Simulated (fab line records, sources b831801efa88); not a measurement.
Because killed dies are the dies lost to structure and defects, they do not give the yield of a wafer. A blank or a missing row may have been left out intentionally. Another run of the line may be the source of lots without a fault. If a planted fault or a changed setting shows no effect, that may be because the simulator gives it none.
A struck lot beside a sound one + flow gf180mcu + 43 steps out of a route of 602
Sound: wafers L462.3, L462.4, L462.5. Struck: wafers L473.1, L473.3, L473.5. The cause comes at the end.
Order at every step that has rows: each side's tool, ch and its chambers, its first start. Under that, the readings that differ: sound wafers + struck wafers + difference of the means + sigmas: that difference in standard deviations of wafers without a fault.
alike: words and numbers the same on both sides, and readings whose means are apart by under 2 such deviations; not compared: readings that were withheld, readings missing a value for some wafer, numbers with overlapping values and no deviation given by the record, and bounds like >300 which may hide the same value.
Wherever a step has rows on one side only, a row that says differs or no value, or a row with sigmas, the two part there. When numbers do not overlap yet have no deviation, they are printed without sigmas and do not part them. Lack of a reading on every wafer of one side parts them only where that side has two or more wafers.

GF_STI_ETCH_14: etches Si in HBr/Cl2/O2, target depth 360 nm, time 102.9 s.
  sound on rie-si-01 ch 1,2,3, day 3 07:55; struck on rie-si-02 ch 0,2,3, day 5 17:41
  alike: drypump-motor-current-A, oes-product-au, throttle-valve-pct
  not compared: rf-hours-counter-h
GF_STI_STRIP_15: strips in O2/N2.
  sound on plasma-asher-02 ch 0,1, day 3 08:01; struck on plasma-asher-03 ch 0,1, day 5 17:46
  alike: drypump-motor-current-A, heater-power-w, oes-product-au, strip-time-to-endpoint-s
  not compared: rf-hours-counter-h
then, 6 steps without rows for these wafers: GF_STI_CLEAN_16 (cleans in dHF, time 25 s); GF_STI_WET_ETCH_17 (etches Si3N4 in H3PO4, target depth 45 nm, time 514 s); GF_STI_CLEAN_18 (cleans in SC1/SC2, time 150 s); GF_STI_CLEAN_19 (cleans in dHF, time 20 s); GF_STI_WET_ETCH_20 (etches SiO2 in dHF, target depth 20 nm, time 400 s); GF_STI_OXIDATION_21 (stabilise 600 s, purge 300 s, target thk 15 nm).
GF_STI_THK_MEAS_22:
  sound: film-metro-02 at day 3 13:00; struck: film-metro-01 at day 5 19:20
| reading                   | sound             | struck            | difference | sigmas |
|---------------------------|-------------------|-------------------|------------|--------|
| STI_OXIDATION_01_THK (nm) | 15.05 14.67 14.70 | 15.52 15.47 15.40 | +0.66      | +2     |
then, 1 step without rows for these wafers: GF_STI_CVD_23 (deposits SiO2, target thk 650 nm, time 108.3 s).
GF_STI_THK_MEAS_24:
  sound: film-metro-01 at day 3 13:08; struck: film-metro-04 at day 5 19:29
  alike: STI_CVD_23_THK
GF_STI_CMP_25: polishes, stops on Si3N4, t overpolish 33 s, target thk 524.6 nm.
  sound on cmp-01 ch 0,3, day 3 13:11; struck on cmp-02 ch 1,2,3, day 5 19:32
  alike: head-pressure-psi, motor-current-A, overpolish-run-s, slurry-filter-dp-kPa, time-to-endpoint-s
GF_STI_WET_ETCH_26: etches SiO2 in dHF, target depth 94 nm, time 188 s.
  sound on wet-bench-02 ch 3, day 3 13:29; struck on wet-bench-02 ch 2, day 5 19:50
  alike: bath-heat-duty-pct
then, 3 steps without rows for these wafers: GF_STI_WET_ETCH_27 (etches Si3N4 in H3PO4, target depth 160 nm, time 1825 s); GF_STI_WET_ETCH_28 (etches SiO2 in dHF, target depth 20 nm, time 40 s); GF_STI_OXIDATION_29 (stabilise 600 s, purge 300 s, target thk 10 nm).
GF_STI_THK_MEAS_30:
  sound: film-metro-04 at day 3 15:35; struck: film-metro-04 at day 5 21:50
  alike: STI_OXIDATION_02_THK
then, 8 steps without rows for these wafers: GF_DNWELL_DEHYDRATE_00 (time 60 s); GF_DNWELL_HMDS_01 (prime time 60 s); GF_DNWELL_COAT_02 (resist thk 3000 nm); GF_DNWELL_SOFTBAKE_03; GF_DNWELL_EXPOSE_04 (exposes mask DNWELL, target cd 1700 nm); GF_DNWELL_PEB_05; GF_DNWELL_DEVELOP_06 (develop time 60 s); GF_DNWELL_IMPLANT_07.
GF_DNWELL_STRIP_08: strips in O2/N2.
  sound on plasma-asher-01 ch 0,1, day 4 04:05; struck on plasma-asher-04 ch 0,1, day 6 12:31
| reading                      | sound             | struck            | difference | sigmas |
|------------------------------|-------------------|-------------------|------------|--------|
| heater-power-w (W)           | 306 354 303       | 437 434 362       | +90        | +2     |
| strip-time-to-endpoint-s (s) | 37.04 37.18 36.98 | 36.77 36.87 36.84 | -0.24      | -2     |
  alike: drypump-motor-current-A, oes-product-au
  not compared: rf-hours-counter-h
GF_DNWELL_TW_MEAS_09:
  sound: film-metro-04 at day 4 04:11; struck: film-metro-04 at day 6 12:37
| reading   | sound          | struck         | difference | sigmas |
|-----------|----------------|----------------|------------|--------|
| DNWELL_TW | 1337 1338 1340 | 1363 1361 1363 | +24        | +3     |
then, 7 steps without rows for these wafers: GF_NWELL_DEHYDRATE_00 (time 60 s); GF_NWELL_HMDS_01 (prime time 60 s); GF_NWELL_COAT_02 (resist thk 3000 nm); GF_NWELL_SOFTBAKE_03; GF_NWELL_EXPOSE_04 (exposes mask Nwell, target cd 860 nm); GF_NWELL_PEB_05; GF_NWELL_DEVELOP_06 (develop time 60 s).
GF_NWELL_OVL_MEAS_07:
  sound: overlay-01 at day 4 17:37; struck: overlay-01 at day 7 03:30
| reading        | sound       | struck       | difference | sigmas |
|----------------|-------------|--------------|------------|--------|
| NWELL_OVL (nm) | 4.4 4.0 3.4 | 1.5 -1.0 1.0 | -3.4       | -2     |
then, 2 steps without rows for these wafers: GF_NWELL_IMPLANT_08; GF_NWELL_IMPLANT_09.
GF_NWELL_STRIP_10: strips in O2/N2.
  sound on plasma-asher-03 ch 0,1, day 4 18:07; struck on plasma-asher-03 ch 0,1, day 7 03:50
  alike: drypump-motor-current-A, heater-power-w, oes-product-au, strip-time-to-endpoint-s
  not compared: rf-hours-counter-h
GF_NWELL_TW_MEAS_11:
  sound: film-metro-03 at day 4 18:13; struck: film-metro-03 at day 7 03:56
  alike: NWELL_TW
then, 3 steps without rows for these wafers: GF_LVPWELL_DEHYDRATE_00 (time 60 s); GF_LVPWELL_HMDS_01 (prime time 60 s); GF_LVPWELL_COAT_02 (resist thk 3000 nm).
-- the record jumps here: 27 days lie between the struck wafers' starts before and after (it left off in module LVPWELL and takes up again in module PASSIVATION, whose first step shown is number 602 of the route) --
GF_PASSIVATION_PROBE_99:
  rows exist in the record for the struck wafers here (prober-01, day 33 18:47), but not for the sound ones

## WHERE THEY PART
At GF_STI_THK_MEAS_22 first; at GF_PASSIVATION_PROBE_99 last (within this record only).

WHY: whatever the simulator had introduced
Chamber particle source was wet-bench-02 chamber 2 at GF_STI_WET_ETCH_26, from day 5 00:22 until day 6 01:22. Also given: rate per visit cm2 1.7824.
